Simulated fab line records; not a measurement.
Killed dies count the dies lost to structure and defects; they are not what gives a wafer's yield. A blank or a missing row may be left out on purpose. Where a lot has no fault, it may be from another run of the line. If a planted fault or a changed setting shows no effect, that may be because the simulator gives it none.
Matching of chambers | flow gf180mcu | GF_STI_ETCH_14 on rie_si-02: 4 sister chambers
The step etches Si in HBr/Cl2/O2, target depth 360 nm, time 102.9 s. 14 wafers are shown with their chamber, then 7 later ones without.

== WAFERS, EACH WITH ITS CHAMBER ==
wafer  | chamber | oes_product_au (a.u.) | throttle_valve_pct (%) | chamber_pressure_mTorr (mTorr)
L378.2 | 0       | 1.017                 | 25.653                 | 14.995
L378.3 | 1       | 1.001                 | 25.672                 | 14.985
L378.4 | 0       | 1.010                 | 25.643                 | 14.991
L379.1 | 0       | 1.020                 | 25.647                 | 14.991
L379.2 | 1       | 1.009                 | 25.649                 | 14.973
L379.3 | 2       | 1.011                 | 25.649                 | 14.986
L389.4 | 1       | 0.992                 | 25.659                 | 15.000
L389.5 | 0       | 1.011                 | 25.633                 | 15.003
L389.6 | 3       | 1.006                 | 25.645                 | 14.993
L390.2 | 0       | 1.022                 | 25.633                 | 14.993
L390.3 | 3       | 0.992                 | 25.650                 | 14.992
L390.5 | 1       | 0.990                 | 25.667                 | 14.990
L392.1 | 1       | 0.991                 | 25.655                 | 14.999
L392.2 | 0       | 1.002                 | 25.654                 | 14.995

SIGNATURES (means of the wafers above)
reading                | chamber 0 | chamber 1 | chamber 2 | chamber 3 | scatter within a chamber
oes_product_au         | 1.01367   | 0.99660   | 1.01100   | 0.99900   | 0.00803
throttle_valve_pct     | 25.64383  | 25.66040  | 25.64900  | 25.64750  | 0.00886
chamber_pressure_mTorr | 14.99467  | 14.98940  | 14.98600  | 14.99250  | 0.0077
Rule: a wafer lies at a distance from a chamber equal to the root of the sum of squares, over the readings, of (its reading less the chamber's mean, divided by the reading's scatter). If the next closest chamber is less than 2 further off than the closest, the wafer can't be placed; otherwise it belongs to the closest. The scatter is the square root of a quotient: the sum, over the shown wafers, of each reading's squared deviation from its chamber's mean, divided by wafers minus chambers.

== WAFERS WITHOUT THEIR CHAMBER ==
wafer  | oes_product_au (a.u.) | throttle_valve_pct (%) | chamber_pressure_mTorr (mTorr)
L392.6 | 1.002                 | 25.650                 | 14.995
L397.1 | 0.998                 | 25.677                 | 15.020
L397.3 | 0.992                 | 25.660                 | 14.996
L397.4 | 0.998                 | 25.653                 | 15.031
L400.1 | 1.010                 | 25.663                 | 14.996
L400.4 | 0.988                 | 25.654                 | 14.997
L400.6 | 0.995                 | 25.645                 | 14.962

== WHICH CHAMBER EACH ONE RAN IN ==
wafer  | from the rows above               | in truth
L392.6 | can't be placed: 3 or 1 or 0 or 2 | 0
L397.1 | can't be placed: 1 or 3 or 0 or 2 | 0
L397.3 | can't be placed: 1 or 3 or 2      | 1
L397.4 | can't be placed: 3 or 0 or 1 or 2 | 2
L400.1 | can't be placed: 1 or 2 or 0 or 3 | 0
L400.4 | can't be placed: 1 or 3 or 2 or 0 | 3
L400.6 | can't be placed: 2 or 1 or 3 or 0 | 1
Correct placement for 0 of the 7. Cannot be placed on the basis of these rows: 7; the candidates contain the true chamber in 7. Placed wrongly: 0.
